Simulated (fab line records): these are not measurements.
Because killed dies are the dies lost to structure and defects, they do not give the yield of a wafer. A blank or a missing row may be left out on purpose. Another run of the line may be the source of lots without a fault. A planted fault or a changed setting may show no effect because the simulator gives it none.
The tool behind it: which one?    flow gf180mcu    at 1 step of a route of 602, 12 lots with 36 wafers sampled

== WHAT EACH GAUGE READ, for each wafer ==
GF_STI_THK_MEAS_04.
lot   measured     on             STI_CVD_03_THK (nm)
L075  day 1 18:34  film metro-03  202.5 205.9 204.7
L077  day 2 05:52  film metro-03  206.7 206.1 206.1
L079  day 2 15:31  film metro-03  208.0 207.5 206.6
L081  day 3 00:34  film metro-03  208.7 209.8 209.7
L083  day 3 10:34  film metro-02  208.8 209.5 209.0
L085  day 3 21:13  film metro-02  209.1 208.3 207.4
L087  day 4 07:52  film metro-02  207.7 209.9 207.9
L089  day 4 16:35  film metro-03  206.7 208.2 206.7
L091  day 5 02:34  film metro-01  205.2 206.8 206.9
L093  day 5 12:34  film metro-01  202.7 203.0 202.5
L095  day 5 22:34  film metro-01  207.4 208.6 204.3
L097  day 6 08:34  film metro-01  203.9 204.5 202.4

== EACH LOT AND THE TOOL THAT RAN IT (in order: tool; ch and the chambers of the sampled wafers; start) ==
The record holds no process step before these readings.

== THE ANSWER, worked out from the rows above alone ==
Rule: the usual values come from the lots themselves. The widest of any qualifying gaps counts: lots, ordered by their means at a reading, are off when they make up no more than a third of the lots, leave a main group of 4 or more, and stand apart from it by 3 or more times the standard deviation of that group's means. Not used: any main group whose means are identical at the precision the tables above print for the reading. A lot without any number at a reading at which 4 lots or more have one is off too. Where the step has rows for the other lots, those lots are counted as sound.
No lot is off on any of the readings shown, so nothing can be concluded from this.

== WHAT WAS PUT IN BY THE SIMULATOR ==
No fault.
